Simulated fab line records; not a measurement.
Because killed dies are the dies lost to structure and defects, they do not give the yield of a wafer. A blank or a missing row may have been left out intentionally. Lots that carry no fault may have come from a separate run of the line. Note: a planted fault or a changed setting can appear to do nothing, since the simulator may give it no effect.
Chamber matching + flow sky130 + SKY_VIA1_ETCH_15 on rie-diel-04 has 4 sister chambers
The step etches SiO2 in C4F8/O2/Ar, stops on TiN, target depth 351 nm, time 54 s. 4 wafers are shown with their chamber, then 10 later ones without.

== WAFERS PAIRED WITH THEIR CHAMBERS ==
| wafer  | chamber | oes-product-au (a.u.) |
|--------|---------|-----------------------|
| L090.5 | 2       | 0.981                 |
| L092.5 | 3       | 0.991                 |
| L096.1 | 0       | 0.983                 |
| L096.2 | 1       | 0.987                 |

== WAFERS WHOSE CHAMBER IS MISSING ==
| wafer  | oes-product-au (a.u.) |
|--------|-----------------------|
| L096.3 | 0.976                 |
| L096.4 | 0.988                 |
| L096.5 | 0.985                 |
| L096.6 | 0.985                 |
| L097.1 | 0.987                 |
| L097.2 | 0.987                 |
| L097.3 | 0.984                 |
| L097.4 | 0.991                 |
| L097.5 | 0.984                 |
| L097.6 | 0.975                 |

== EACH ONE'S CHAMBER ==
| wafer  | from the rows above               | in truth |
|--------|-----------------------------------|----------|
| L096.3 | can't be placed: 2 or 0           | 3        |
| L096.4 | can't be placed: 1 or 3 or 0      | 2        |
| L096.5 | can't be placed: 0 or 1 or 2 or 3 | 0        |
| L096.6 | can't be placed: 0 or 1 or 2 or 3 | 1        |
| L097.1 | can't be placed: 1 or 0 or 3      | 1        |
| L097.2 | can't be placed: 1 or 0 or 3      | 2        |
| L097.3 | can't be placed: 0 or 1 or 2      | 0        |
| L097.4 | can't be placed: 3 or 1           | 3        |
| L097.5 | can't be placed: 0 or 1 or 2      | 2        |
| L097.6 | can't be placed: 2 or 0           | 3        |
Correct placement for 0 of the 10. From these rows, 10 cannot be placed; in 6 the true chamber is one of the candidates. 0 placed wrongly.
How it was worked out, from the rows above alone: a wafer's distance from a chamber is the root of the sum, over the readings, of the square of ((its reading less the chamber's mean) divided by the reading's scatter). If the next closest chamber is less than 2 further off than the closest, the wafer can't be placed; otherwise it belongs to the closest. A chamber's mean is the mean of its shown wafers. The scatter: with one shown wafer a chamber, the root of the mean of the squares of how far each hidden wafer lies from its nearest shown one.
